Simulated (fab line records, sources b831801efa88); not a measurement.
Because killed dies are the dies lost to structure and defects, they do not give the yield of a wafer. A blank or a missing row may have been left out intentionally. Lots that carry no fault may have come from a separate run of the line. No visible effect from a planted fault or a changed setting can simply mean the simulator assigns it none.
Which of the tools did it?	flow sky130	6 lots with 18 wafers sampled at 2 steps, on a route of 708 steps

== WHAT EACH GAUGE READ, for each wafer ==
SKY_LI_CONTACT_RS_MEAS_22: the measuring method here is four-point-probe.
lot	measured	on	LI_CONTACT_W_RS (ohm/sq)
L313	day 29 17:27	film-metro-04	0.2823 0.2826 0.2850
L315	day 30 03:16	film-metro-04	0.2838 0.2850 0.2823
L320	day 32 03:10	film-metro-04	0.2837 0.2832 0.2899
L322	day 32 14:21	film-metro-01	0.2820 0.2842 0.2827
L330	day 35 07:15	film-metro-02	0.2834 0.2866 0.2835
L332	day 36 14:11	film-metro-01	0.2851 0.2901 0.2848

== TOOL THAT RAN EACH LOT (tool first, then ch and the chambers of the sampled wafers, then the start) ==
lot	SKY_LI_CONTACT_CVD_21
L313	cvd-w-02 ch 0,1, day 29 17:20
L315	cvd-w-01 ch 0,1, day 30 03:07
L320	cvd-w-01 ch 0,1, day 32 03:02
L322	cvd-w-02 ch 0,1, day 32 14:14
L330	cvd-w-02 ch 0,1, day 35 07:08
L332	cvd-w-02 ch 0,1, day 36 14:02
- SKY_LI_CONTACT_CVD_21: deposits W, target thk 400 nm, time 120.56 s.

== THE ANSWER, worked out from the rows above alone ==
Rule: what is usual is taken from the lots themselves. The widest of any qualifying gaps counts: lots, ordered by their means at a reading, are off when they make up no more than a third of the lots, leave a main group of 4 or more, and stand apart from it by 3 or more times the standard deviation of that group's means. If all means in a main group match to the digits the tables above print for the reading, that group is not used. A lot without any number at a reading at which 4 lots or more have one is off too. Where the step has rows for the other lots, those lots are counted as sound.
None of the lots is off at any reading shown; this tells nothing.

== WHAT HAD BEEN PUT IN BY THE SIMULATOR ==
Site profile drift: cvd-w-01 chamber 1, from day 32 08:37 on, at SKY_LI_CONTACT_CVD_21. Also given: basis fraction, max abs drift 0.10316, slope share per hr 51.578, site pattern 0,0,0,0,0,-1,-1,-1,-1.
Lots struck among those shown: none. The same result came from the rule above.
